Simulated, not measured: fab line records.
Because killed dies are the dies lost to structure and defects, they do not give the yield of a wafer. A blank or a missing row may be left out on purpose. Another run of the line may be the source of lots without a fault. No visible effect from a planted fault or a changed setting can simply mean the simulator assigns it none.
A struck lot beside a sound one ; flow sky130 ; 15 steps out of a route of 708
Sound: these wafers, L201.3, L201.5, L201.6. Struck: wafer L214.2 (left out: L214.5, L214.6 of the same lot, which were not struck); the cause appears at the end.
For every step that has rows: the tool of each side, followed by ch and its chambers, followed by its first start. Under that, the readings that differ: sound wafers ; struck wafers ; difference of the means ; sigmas: that difference in standard deviations of wafers without a fault.
alike: same words and numbers on both sides, and readings whose means sit less than 2 such deviations apart. not compared: any withheld reading, any reading some wafer has no value for, any bound like >300 that may hide the same value, and any number with overlapping values for which the record gives no deviation.
Wherever a step has rows on one side only, a row that says differs or no value, or a row with sigmas, the two part there. Numbers that don't overlap but have no deviation are shown without sigmas and don't part them. A reading missing from all wafers of one side parts the sides only when that side holds two or more wafers.

SKY_FIELD_ISO_ETCH_15: etches the open film in CHF3/O2, stops on Si, target depth 180 nm, time 72 s.
  sound on rie-diel-01 ch 1,3, day 2 12:35; struck on rie-diel-03 ch 1, day 5 06:35
  alike: chf3-flow-sccm, drypump-motor-current-A, oes-product-au, throttle-valve-pct
  not compared: rf-hours-counter-h
SKY_FIELD_ISO_STRIP_16: strips in O2/N2.
  sound on plasma-asher-04 ch 0,1, day 2 12:41; struck on plasma-asher-03 ch 0, day 5 06:39
reading;sound;struck;difference;sigmas
rf-hours-counter-h (h);- - -;42;no value on the sound wafers;
strip-time-to-endpoint-s (s);3.512 3.515 3.548;3.592;+0.067;+2
  alike: drypump-motor-current-A, o2-flow-sccm, oes-product-au
SKY_FIELD_ISO_ETCH_17: etches Si in HBr/Cl2/O2, target depth 342 nm, time 97.7 s.
  sound on rie-si-01 ch 0,1, day 2 12:45; struck on rie-si-01 ch 1, day 5 06:45
  alike: drypump-motor-current-A, oes-product-au, throttle-valve-pct
  not compared: rf-hours-counter-h
then, 5 steps without rows for these wafers: SKY_FIELD_ISO_WET_ETCH_18 (etches Si3N4 in H3PO4, target depth 25 nm, time 286 s); SKY_FIELD_ISO_CLEAN_19 (cleans in SC1/SC2, time 150 s); SKY_FIELD_ISO_CLEAN_20 (cleans in dHF, time 20 s); SKY_FIELD_ISO_WET_ETCH_21 (etches SiO2 in dHF, target depth 20 nm, time 400 s); SKY_FIELD_ISO_OXIDATION_22 (stabilise 600 s, purge 300 s, target thk 10 nm).
SKY_FIELD_ISO_THK_MEAS_23:
  sound on film-metro-02 at day 2 15:53; struck on film-metro-04 at day 5 08:58
  alike: FIELD_ISO_OXIDATION_01_THK
then, 1 step without rows for these wafers: SKY_FIELD_ISO_CVD_24 (deposits SiO2, target thk 595 nm, time 99.2 s).
SKY_FIELD_ISO_THK_MEAS_25:
  sound on film-metro-02 at day 2 16:01; struck on film-metro-04 at day 5 09:07
  alike: FIELD_ISO_CVD_24_THK
then, 1 step without rows for these wafers: SKY_FIELD_ISO_ANNEAL_26 (time 1800 s).
SKY_FIELD_ISO_CMP_27: polishes, stops on Si3N4, t overpolish 16 s, target thk 457.8 nm.
  sound on cmp-01 ch 0,2,3, day 2 18:44; struck on cmp-01 ch 0, day 5 11:29
reading;sound;struck;difference;sigmas
time-to-endpoint-s (s);113 113 115;60;-54;-17
  alike: edge-zone-pressure-frac, motor-current-A, overpolish-run-s, slurry-filter-dp-kPa
then, 1 step without rows for these wafers: SKY_FIELD_ISO_WET_ETCH_28 (etches SiO2 in dHF, target depth 23.7 nm, time 47 s).
-- record jumps: 44 days separate the struck wafers' starts on either side; left off in module FIELD_ISO, taken up again in module PAD_OPEN, whose first shown step is the route's number 708 --
SKY_PAD_OPEN_PROBE_99:
  record: rows for the struck wafers here (prober-01, day 49 17:53), none for the sound ones

## WHERE THEY PART
First at SKY_FIELD_ISO_STRIP_16; last, within this record, at SKY_PAD_OPEN_PROBE_99.

WHY: whatever the simulator had introduced
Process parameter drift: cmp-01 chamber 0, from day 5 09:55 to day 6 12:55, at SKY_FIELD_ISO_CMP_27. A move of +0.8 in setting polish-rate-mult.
